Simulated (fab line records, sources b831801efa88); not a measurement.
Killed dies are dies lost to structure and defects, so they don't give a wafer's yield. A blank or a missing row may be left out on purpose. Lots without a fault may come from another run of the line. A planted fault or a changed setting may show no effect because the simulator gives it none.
fab line records | flow sky130
record lots=24 wafers=72 last_day=50
route steps=708 shown METAL1@435 VIA3@588 CAP2M@606 VIA4@642 PAD_OPEN@707
lots that met no fault: from a run of the same line without faults
start_h: hours from the record's first day to the start of the lot's first wafer shown | wait_h: hours since the lot's step before | " the same as in the row above | L1.1+2: a row that stands for several wafers | - no value, or no start given | * or withheld: withheld | < > ~ a bound
route shown NAME@n: a module of which the file shows steps, and the number in the route of the first | usual: mean/standard deviation of fault-free wafers | same: alike in all rows | chamber/n: place in a boat | sites: the reading at each site | _std_site: their standard deviation | _edge_site: outer sites' mean less inner sites' | radius_mm: how far each site lies from the wafer's centre | mask NAME#n: copy n | behind: the tool/chamber that last shaped the wafer | hold: why the lot was held/for how many hours/how that ended | device: the transistor (n, p or np) that didn't switch | end of line: the same wafers' tests at the end of the route | a step without rows: its recipe alone | killed: dies lost to structure and defects at the first sort, not the wafer's yield | map: a wafer's dies, x killed, . not, _ none there
set.NAME: the setting as run; set.NAME@STEP: as run at that earlier step | model.NAME: the simulator's own value behind a step, which no gauge read
steps of the route over a sample of lots; a table a step, a row a wafer
services: from which hour (start_h, from the record's first day; less than 0 if before it) a tool's chamber was out of use, for how many hours, and why
## steps
# step SKY_METAL1_SPUTTER_01
# recipe material=TiN target_thk_nm=20 power_w=6500 time_s=16.7 chamber_pressure_pa=0.4
# usual throttle_valve_pct=30.1/1.4
# columns lot.wafer tool chamber start_h wait_h throttle_valve_pct
L074.1 pvd_sputter-04 - 733.96 0.0 29.3
L074.5 " - " " 31.2
L074.6 " - " " 32.1
L075.1 pvd_sputter-02 - 733.98 0.0 28.8
L075.5 " - " " 30.4
L075.6 " - " " 30.0
L076.3 pvd_sputter-03 - 744.38 0.0 32.0
L076.4 " - " " 30.2
L076.5 " - " " 30.4
L077.3 pvd_sputter-04 - 748.21 0.0 29.5
L077.4 " - " " 32.1
L077.6 " - " " 30.7
L078.1 pvd_sputter-02 - 752.56 0.0 30.3
L078.2 " - " " 29.8
L078.3 " - " " 28.5
L079.1 pvd_sputter-03 - 765.57 0.0 30.1
L079.2 " - " " 29.6
L079.5 " - " " 27.4
L080.3 pvd_sputter-04 - 773.70 0.0 29.6
L080.4 " - " " 31.5
L080.5 " - " " 31.3
L081.1 pvd_sputter-03 - 797.29 0.0 30.1
L081.3 " - " " 27.5
L081.6 " - " " 32.1
L082.2 pvd_sputter-03 - 804.22 0.0 30.1
L082.3 " - " " 27.0
L082.6 " - " " 30.4
L083.2 pvd_sputter-03 - 804.93 0.0 31.8
L083.4 " - " " 30.4
L083.6 " - " " 29.8
L084.1 pvd_sputter-04 - 813.12 0.0 30.8
L084.4 " - " " 29.4
L084.6 " - " " 32.0
L085.3 pvd_sputter-04 - 817.04 0.0 31.5
L085.5 " - " " 29.5
L085.6 " - " " 31.3
L087.2 pvd_sputter-02 - 845.00 0.0 30.0
L087.5 " - " " 29.8
L087.6 " - " " 29.7
L086.1 pvd_sputter-03 - 846.16 0.0 30.5
L086.3 " - " " 29.6
L086.5 " - " " 27.2
L088.2 pvd_sputter-03 - 849.15 0.0 30.4
L088.3 " - " " 27.3
L088.6 " - " " 29.7
L089.2 pvd_sputter-03 - 859.35 0.0 31.8
L089.5 " - " " 27.6
L089.6 " - " " 29.9
L092.2 pvd_sputter-04 - 862.08 0.0 30.7
L092.4 " - " " 29.4
L092.5 " - " " 31.9
L090.2 pvd_sputter-04 - 864.05 0.0 29.4
L090.3 " - " " 31.5
L090.5 " - " " 30.8
L091.2 pvd_sputter-02 - 866.92 0.0 28.6
L091.4 " - " " 29.9
L091.5 " - " " 30.8
L093.1 pvd_sputter-04 - 871.50 0.0 31.6
L093.2 " - " " 30.9
L093.4 " - " " 29.4
L094.1 pvd_sputter-03 - 877.35 0.0 30.5
L094.2 " - " " 29.6
L094.6 " - " " 27.6
L095.1 pvd_sputter-02 - 887.62 0.0 30.0
L095.2 " - " " 30.7
L095.3 " - " " 29.8
L096.1 pvd_sputter-02 - 898.03 0.0 28.6
L096.2 " - " " 30.9
L096.5 " - " " 30.6
L097.1 pvd_sputter-03 - 901.90 0.0 27.4
L097.5 " - " " 29.5
L097.6 " - " " 27.1
# step SKY_VIA3_ETCH_15
# recipe target=SiO2 chemistry=C4F8/O2/Ar target_depth_nm=507 stop_on=TiN mask_material=KrF-thick source_w=1500 bias_w=1200 pressure_mtorr=40 c4f8_flow_sccm=withheld O2_flow_sccm=6 Ar_flow_sccm=300 time_s=78
# usual chamber_pressure_mTorr=40.00/0.037 oes_product_au=0.945/0.0047
# columns lot.wafer tool chamber start_h wait_h chamber_pressure_mTorr oes_product_au
L075.1 rie_diel-04 0 925.37 0.0 40.01 0.947
L075.5 " 3 " " 40.02 0.950
L075.6 " 2 " " 40.00 0.948
L074.1 rie_diel-03 0 926.97 0.0 39.97 0.937
L074.5 " 0 " " 39.95 0.945
L074.6 " 1 " " 39.95 0.951
L076.3 rie_diel-01 1 935.08 0.0 39.93 0.942
L076.4 " 0 " " 39.97 0.952
L076.5 " 0 " " 40.00 0.943
L077.3 rie_diel-03 3 939.73 0.0 40.01 0.950
L077.4 " 2 " " 40.05 0.945
L077.6 " 0 " " 40.05 0.942
L078.1 rie_diel-04 0 946.06 0.0 39.95 0.949
L078.2 " 2 " " 39.97 0.953
L078.3 " 3 " " 39.98 0.943
L079.1 rie_diel-04 2 956.42 0.0 39.99 0.943
L079.2 " 3 " " 40.05 0.948
L079.5 " 2 " " 39.97 0.941
L080.3 rie_diel-03 0 962.23 0.0 39.96 0.937
L080.4 " 2 " " 40.02 0.949
L080.5 " 3 " " 39.96 0.945
L081.1 rie_diel-03 0 984.07 0.0 39.98 0.942
L081.3 " 3 " " 40.06 0.946
L081.6 " 3 " " 40.08 0.949
L082.2 rie_diel-04 2 986.62 0.0 39.97 0.945
L082.3 " 3 " " 40.02 0.944
L082.6 " 1 " " 39.94 0.940
L083.2 rie_diel-04 0 987.88 0.0 40.01 0.943
L083.4 " 1 " " 40.08 0.946
L083.6 " 2 " " 39.95 0.944
L084.1 rie_diel-04 3 996.87 0.0 39.97 0.955
L084.4 " 1 " " 40.03 0.937
L084.6 " 0 " " 39.95 0.933
L085.3 rie_diel-01 2 999.13 0.0 39.97 0.948
L085.5 " 1 " " 40.00 0.940
L085.6 " 0 " " 39.98 0.949
L087.2 rie_diel-03 3 1023.37 0.0 40.00 0.943
L087.5 " 1 " " 39.99 0.945
L087.6 " 0 " " 39.98 0.944
L086.1 rie_diel-01 1 1024.82 0.0 40.05 0.946
L086.3 " 3 " " 40.01 0.938
L086.5 " 2 " " 39.99 0.945
L088.2 rie_diel-03 0 1027.06 0.0 39.99 0.944
L088.3 " 2 " " 39.98 0.945
L088.6 " 2 " " 40.03 0.939
L089.2 rie_diel-04 2 1038.27 0.0 40.04 0.948
L089.5 " 2 " " 40.02 0.947
L089.6 " 3 " " 40.01 0.948
L092.2 rie_diel-04 1 1040.41 0.0 39.94 0.950
L092.4 " 0 " " 40.02 0.951
L092.5 " 1 " " 40.03 0.942
L090.2 rie_diel-01 3 1042.98 0.0 39.95 0.948
L090.3 " 0 " " 40.11 0.939
L090.5 " 1 " " 40.02 0.948
L091.2 rie_diel-03 3 1044.03 0.0 40.00 0.950
L091.4 " 1 " " 40.04 0.944
L091.5 " 2 " " 39.96 0.951
L093.1 rie_diel-01 1 1046.96 0.0 39.96 0.945
L093.2 " 3 " " 39.99 0.947
L093.4 " 2 " " 40.05 0.950
L094.1 rie_diel-03 2 1051.61 0.0 40.01 0.950
L094.2 " 3 " " 40.00 0.948
L094.6 " 3 " " 40.02 0.944
L095.1 rie_diel-01 2 1060.23 0.0 39.95 0.952
L095.2 " 1 " " 40.00 0.952
L095.3 " 3 " " 40.01 0.946
L096.1 rie_diel-01 1 1067.96 0.0 39.97 0.952
L096.2 " 0 " " 39.97 0.944
L096.5 " 3 " " 39.95 0.943
L097.1 rie_diel-03 2 1075.62 0.0 40.03 0.944
L097.5 " 3 " " 40.01 0.948
L097.6 " 0 " " 40.03 0.943
# step SKY_CAP2M_RS_MEAS_03
# recipe thk_meas_gauge=four-point-probe reads=TiN_of_CAP2M_SPUTTER_02
# usual CAP2M_TIN_RS=6.91/0.079
# columns lot.wafer tool chamber start_h wait_h CAP2M_TIN_RS[ohm/sq]
L075.1 film_metro-03 - 927.19 0.1 6.83
L075.5 " - " " 6.84
L075.6 " - " " 6.89
L074.1 film_metro-02 - 928.63 0.1 6.83
L074.5 " - " " 6.81
L074.6 " - " " 6.88
L076.3 film_metro-02 - 936.85 0.1 6.90
L076.4 " - " " 6.89
L076.5 " - " " 7.01
L077.3 film_metro-03 - 941.47 0.1 7.01
L077.4 " - " " 6.96
L077.6 " - " " 6.88
L078.1 film_metro-01 - 948.14 0.1 6.89
L078.2 " - " " 6.97
L078.3 " - " " 6.98
L079.1 film_metro-01 - 958.11 0.1 6.85
L079.2 " - " " 7.02
L079.5 " - " " 6.94
L080.3 film_metro-02 - 963.99 0.1 7.03
L080.4 " - " " 6.92
L080.5 " - " " 6.98
L081.1 film_metro-01 - 985.75 0.1 6.97
L081.3 " - " " 6.95
L081.6 " - " " 6.96
L082.2 film_metro-02 - 988.31 0.1 7.03
L082.3 " - " " 7.09
L082.6 " - " " 6.97
L083.2 film_metro-02 - 989.60 0.1 6.89
L083.4 " - " " 6.88
L083.6 " - " " 6.84
L084.1 film_metro-03 - 998.57 0.1 6.91
L084.4 " - " " 6.88
L084.6 " - " " 6.90
L085.3 film_metro-02 - 1000.87 0.1 6.93
L085.5 " - " " 6.87
L085.6 " - " " 7.00
L087.2 film_metro-02 - 1025.40 0.1 6.83
L087.5 " - " " 6.85
L087.6 " - " " 6.88
L086.1 film_metro-02 - 1026.58 0.1 6.82
L086.3 " - " " 6.80
L086.5 " - " " 6.82
L088.2 film_metro-01 - 1028.85 0.1 7.02
L088.3 " - " " 6.97
L088.6 " - " " 7.01
L089.2 film_metro-02 - 1039.99 0.1 7.02
L089.5 " - " " 7.02
L089.6 " - " " 6.96
L092.2 film_metro-03 - 1042.10 0.1 6.91
L092.4 " - " " 6.92
L092.5 " - " " 6.89
L090.2 film_metro-01 - 1044.71 0.1 6.88
L090.3 " - " " 6.87
L090.5 " - " " 6.86
L091.2 film_metro-03 - 1045.75 0.1 6.90
L091.4 " - " " 6.89
L091.5 " - " " 6.96
L093.1 film_metro-02 - 1048.70 0.1 6.84
L093.2 " - " " 6.99
L093.4 " - " " 6.92
L094.1 film_metro-02 - 1053.28 0.1 6.95
L094.2 " - " " 6.95
L094.6 " - " " 6.91
L095.1 film_metro-01 - 1062.02 0.1 6.90
L095.2 " - " " 6.92
L095.3 " - " " 7.07
L096.1 film_metro-01 - 1069.71 0.1 6.85
L096.2 " - " " 6.85
L096.5 " - " " 6.90
L097.1 film_metro-03 - 1077.40 0.1 6.67
L097.5 " - " " 6.72
L097.6 " - " " 6.68
# step SKY_CAP2M_METAL_ETCH_13
# recipe target_depth_nm=220 stop_on=SiO2 chemistry=Cl2/BCl3 target=TiN pressure_mtorr=10 icp_w=900 bias_w=48.5 Cl2_flow_sccm=60 bcl3_flow_sccm=30 time_s=62.9
# usual chamber_pressure_mTorr=10.000/0.01 drypump_motor_current_A=5.65/0.23 oes_product_au=0.941/0.0077 throttle_valve_pct=21.901/0.01
# columns lot.wafer tool chamber start_h wait_h chamber_pressure_mTorr drypump_motor_current_A oes_product_au rf_hours_counter_h throttle_valve_pct
L075.1 rie_metal-01 0 951.95 0.0 10.011 5.77 0.941 18 21.889
L075.5 " 0 " " 10.012 5.74 0.935 - 21.887
L075.6 " 1 " " 10.007 5.63 0.937 - 21.902
L074.1 rie_metal-04 0 953.20 0.0 10.001 5.28 0.954 7 21.908
L074.5 " 0 " " 9.984 5.26 0.951 - 21.909
L074.6 " 1 " " 10.000 6.00 0.951 - 21.876
L076.3 rie_metal-01 0 960.79 0.0 10.004 5.73 0.942 - 21.912
L076.4 " 1 " " 9.992 5.65 0.944 - 21.897
L076.5 " 0 " " 9.999 5.73 0.934 - 21.887
L077.3 rie_metal-04 1 965.43 0.0 9.987 5.99 0.929 - 21.898
L077.4 " 0 " " 10.010 5.32 0.939 - 21.923
L077.6 " 1 " " 10.007 5.99 0.938 - 21.917
L078.1 rie_metal-04 1 971.22 0.0 10.021 6.01 0.945 6 21.889
L078.2 " 0 " " 9.999 5.30 0.932 8 21.906
L078.3 " 1 " " 9.994 5.99 0.937 - 21.911
L079.1 rie_metal-04 1 981.55 0.0 10.000 5.99 0.944 6 21.905
L079.2 " 0 " " 10.001 5.25 0.930 9 21.906
L079.5 " 1 " " 9.993 5.99 0.935 - 21.883
L080.3 rie_metal-03 1 987.08 0.0 9.989 5.61 0.928 - 21.910
L080.4 " 0 " " 10.000 5.66 0.942 - 21.912
L080.5 " 0 " " 9.994 5.66 0.924 - 21.912
L081.1 rie_metal-03 0 1008.97 0.0 10.003 5.65 0.936 4 21.913
L081.3 " 1 " " 10.009 5.59 0.945 - 21.893
L081.6 " 0 " " 10.004 5.64 0.938 - 21.912
L082.2 rie_metal-04 0 1010.85 0.0 9.988 5.24 0.927 10 21.908
L082.3 " 1 " " 9.999 6.00 0.931 - 21.907
L082.6 " 1 " " 10.017 6.00 0.934 - 21.903
L083.2 rie_metal-03 1 1012.40 0.0 9.997 5.60 0.947 14 21.906
L083.4 " 1 " " 9.992 5.60 0.936 - 21.916
L083.6 " 0 " " 9.990 5.61 0.950 - 21.893
L084.1 rie_metal-01 1 1021.42 0.0 10.008 5.61 0.940 5 21.917
L084.4 " 1 " " 9.999 5.62 0.942 - 21.901
L084.6 " 1 " " 10.004 5.63 0.940 - 21.900
L085.3 rie_metal-01 1 1023.60 0.1 10.011 5.61 0.940 - 21.917
L085.5 " 1 " " 10.005 5.61 0.950 - 21.894
L085.6 " 1 " " 9.989 5.62 0.935 - 21.907
L087.2 rie_metal-04 0 1048.32 0.0 10.007 5.27 0.955 12 21.885
L087.5 " 0 " " 9.982 5.26 0.951 - 21.900
L087.6 " 1 " " 9.995 6.01 0.949 - 21.908
L086.1 rie_metal-03 1 1049.22 0.0 9.999 5.59 0.943 16 21.876
L086.3 " 0 " " 10.014 5.68 0.947 - 21.906
L086.5 " 0 " " 10.005 5.70 0.954 - 21.899
L088.2 rie_metal-04 1 1050.60 0.0 10.002 6.00 0.942 10 21.910
L088.3 " 1 " " 9.986 6.00 0.933 - 21.902
L088.6 " 0 " " 10.021 5.26 0.934 - 21.907
L089.2 rie_metal-01 0 1062.50 0.0 9.989 5.74 0.927 2 21.899
L089.5 " 1 " " 10.000 5.61 0.935 - 21.897
L089.6 " 0 " " 10.010 5.75 0.939 - 21.897
L092.2 rie_metal-01 0 1063.45 0.0 9.998 5.76 0.933 2 21.910
L092.4 " 0 " " 10.006 5.75 0.941 - 21.918
L092.5 " 1 " " 10.011 5.63 0.941 - 21.894
L090.2 rie_metal-01 1 1065.80 0.0 9.999 5.63 0.948 8 21.898
L090.3 " 0 " " 9.984 5.76 0.943 - 21.914
L090.5 " 0 " " 10.013 5.76 0.945 - 21.894
L091.2 rie_metal-01 0 1067.45 0.0 10.021 5.75 0.936 2 21.907
L091.4 " 1 " " 10.001 5.64 0.941 - 21.906
L091.5 " 1 " " 9.997 5.61 0.940 - 21.910
L093.1 rie_metal-01 1 1069.50 0.0 10.004 5.65 0.940 8 21.891
L093.2 " 0 " " 10.017 5.76 0.934 2 21.896
L093.4 " 0 " " 10.004 5.76 0.936 - 21.911
L094.1 rie_metal-01 0 1074.40 0.0 10.002 5.75 0.943 3 21.891
L094.2 " 1 " " 9.982 5.62 0.935 9 21.906
L094.6 " 1 " " 9.998 5.62 0.944 - 21.918
L095.1 rie_metal-03 0 1082.72 0.0 9.999 5.67 0.938 8 21.910
L095.2 " 1 " " 9.984 5.59 0.939 18 21.907
L095.3 " 1 " " 10.002 5.59 0.932 - 21.909
L096.1 rie_metal-04 1 1090.40 0.0 10.012 6.02 0.946 12 21.894
L096.2 " 0 " " 9.980 5.30 0.945 16 21.905
L096.5 " 0 " " 9.989 5.27 0.946 - 21.887
L097.1 rie_metal-04 1 1097.25 0.0 10.001 5.99 0.962 13 21.894
L097.5 " 1 " " 10.006 6.00 0.958 - 21.894
L097.6 " 0 " " 9.999 5.30 0.965 - 21.883
# step SKY_VIA4_BOW_MEAS_03
# recipe mode=bow
# usual VIA4_BOW=79/8.3
# columns lot.wafer tool chamber start_h wait_h VIA4_BOW[um]
L075.1 film_metro-03 - 977.16 0.1 78
L075.5 " - " " 86
L075.6 " - " " 103
L074.1 film_metro-01 - 979.56 0.2 81
L074.5 " - " " 72
L074.6 " - " " 77
L076.3 film_metro-01 - 986.80 0.3 79
L076.4 " - " " 76
L076.5 " - " " 84
L077.3 film_metro-01 - 990.36 0.2 89
L077.4 " - " " 101
L077.6 " - " " 85
L078.1 film_metro-03 - 996.86 0.1 74
L078.2 " - " " 69
L078.3 " - " " 84
L079.1 film_metro-03 - 1006.37 0.2 88
L079.2 " - " " 68
L079.5 " - " " 80
L080.3 film_metro-03 - 1011.47 0.2 85
L080.4 " - " " 78
L080.5 " - " " 83
L081.1 film_metro-03 - 1034.39 0.2 66
L081.3 " - " " 87
L081.6 " - " " 70
L082.2 film_metro-01 - 1036.21 0.3 87
L082.3 " - " " 81
L082.6 " - " " 81
L083.2 film_metro-01 - 1037.70 0.2 82
L083.4 " - " " 63
L083.6 " - " " 86
L084.1 film_metro-03 - 1046.80 0.2 91
L084.4 " - " " 79
L084.6 " - " " 69
L085.3 film_metro-03 - 1049.31 0.2 77
L085.5 " - " " 83
L085.6 " - " " 69
L087.2 film_metro-01 - 1071.54 0.3 54
L087.5 " - " " 82
L087.6 " - " " 85
L086.1 film_metro-03 - 1073.00 0.2 78
L086.3 " - " " 77
L086.5 " - " " 83
L088.2 film_metro-04 - 1074.61 0.2 76
L088.3 " - " " 67
L088.6 " - " " 70
L089.2 film_metro-04 - 1085.65 0.2 84
L089.5 " - " " 70
L089.6 " - " " 66
L092.2 film_metro-01 - 1087.15 0.2 78
L092.4 " - " " 81
L092.5 " - " " 68
L090.2 film_metro-04 - 1088.78 0.1 69
L090.3 " - " " 74
L090.5 " - " " 66
L091.2 film_metro-01 - 1090.72 0.1 84
L091.4 " - " " 82
L091.5 " - " " 81
L093.1 film_metro-03 - 1092.50 0.1 78
L093.2 " - " " 74
L093.4 " - " " 79
L094.1 film_metro-04 - 1096.96 0.2 66
L094.2 " - " " 76
L094.6 " - " " 76
L095.1 film_metro-01 - 1105.35 0.1 91
L095.2 " - " " 95
L095.3 " - " " 83
L096.1 film_metro-03 - 1112.53 0.1 86
L096.2 " - " " 82
L096.5 " - " " 80
L097.1 film_metro-01 - 1118.24 0.2 67
L097.5 " - " " 84
L097.6 " - " " 79
# step SKY_PAD_OPEN_BOW_MEAS_13
# recipe mode=bow
# usual PAD_OPEN_BOW=46/8.3
# columns lot.wafer tool chamber start_h wait_h PAD_OPEN_BOW[um]
L075.1 film_metro-03 - 1071.11 - 45
L075.5 " - " " 54
L075.6 " - " " 70
L074.1 film_metro-03 - 1073.27 - 50
L074.5 " - " " 39
L074.6 " - " " 46
L076.3 film_metro-03 - 1081.67 - 46
L076.4 " - " " 41
L076.5 " - " " 51
L077.3 film_metro-02 - 1083.77 - 54
L077.4 " - " " 67
L077.6 " - " " 50
L078.1 film_metro-03 - 1089.12 - 35
L078.2 " - " " 32
L078.3 " - " " 46
L079.1 film_metro-02 - 1097.71 - 54
L079.2 " - " " 35
L079.5 " - " " 46
L080.3 film_metro-03 - 1102.62 - 48
L080.4 " - " " 42
L080.5 " - " " 44
L081.1 film_metro-03 - 1122.16 - 31
L081.3 " - " " 52
L081.6 " - " " 34
L082.2 film_metro-02 - 1123.86 - 55
L082.3 " - " " 50
L082.6 " - " " 50
L083.2 film_metro-03 - 1125.58 - 51
L083.4 " - " " 35
L083.6 " - " " 57
L084.1 film_metro-03 - 1132.29 - 59
L084.4 " - " " 47
L084.6 " - " " 38
L085.3 film_metro-03 - 1134.51 - 46
L085.5 " - " " 52
L085.6 " - " " 37
L087.2 film_metro-02 - 1153.07 - 19
L087.5 " - " " 48
L087.6 " - " " 51
L086.1 film_metro-02 - 1155.33 - 46
L086.3 " - " " 43
L086.5 " - " " 48
L088.2 film_metro-02 - 1156.85 - 56
L088.3 " - " " 47
L088.6 " - " " 50
L089.2 film_metro-03 - 1166.24 - 54
L089.5 " - " " 39
L089.6 " - " " 36
L092.2 film_metro-03 - 1167.93 - 46
L092.4 " - " " 49
L092.5 " - " " 36
L090.2 film_metro-01 - 1168.64 - 42
L090.3 " - " " 47
L090.5 " - " " 40
L091.2 film_metro-02 - 1171.37 - 47
L091.4 " - " " 45
L091.5 " - " " 41
L093.1 film_metro-03 - 1172.35 - 41
L093.2 " - " " 39
L093.4 " - " " 43
L094.1 film_metro-01 - 1175.72 - 33
L094.2 " - " " 42
L094.6 " - " " 41
L095.1 film_metro-01 - 1180.94 - 58
L095.2 " - " " 62
L095.3 " - " " 48
L096.1 film_metro-01 - 1188.03 - 55
L096.2 " - " " 51
L096.5 " - " " 48
L097.1 film_metro-02 - 1192.05 - 38
L097.5 " - " " 54
L097.6 " - " " 48
## services
# columns tool chamber start_h hours kind
rie_metal-01 1 712.33 3.0 repair
rie_metal-04 - 723.44 2.8 pm
rie_diel-03 2 727.21 5.3 repair
rie_diel-03 2 734.28 7.7 repair
pvd_sputter-03 - 747.42 3.4 repair
rie_diel-04 2 760.79 18.6 repair
pvd_sputter-03 - 766.28 2.5 repair
rie_diel-04 3 789.09 14.9 repair
rie_diel-03 2 793.33 8.5 repair
rie_diel-04 1 794.86 6.4 repair
rie_diel-03 0 796.85 12.1 repair
pvd_sputter-04 - 802.01 10.5 repair
rie_diel-04 1 809.34 2.4 repair
rie_diel-04 - 830.93 2.8 pm
rie_diel-04 0 848.70 8.2 repair
rie_diel-03 2 880.33 10.3 repair
rie_diel-03 - 891.74 1.2 repair
rie_diel-03 0 967.95 10.4 repair
rie_diel-03 1 971.55 3.3 repair
rie_diel-03 - 979.48 4.3 pm
rie_metal-01 - 1039.36 0.6 repair
rie_metal-04 1 1053.16 7.4 repair
rie_metal-01 0 1083.38 21.9 repair
rie_diel-03 2 1090.04 1.8 repair
## key
fault none
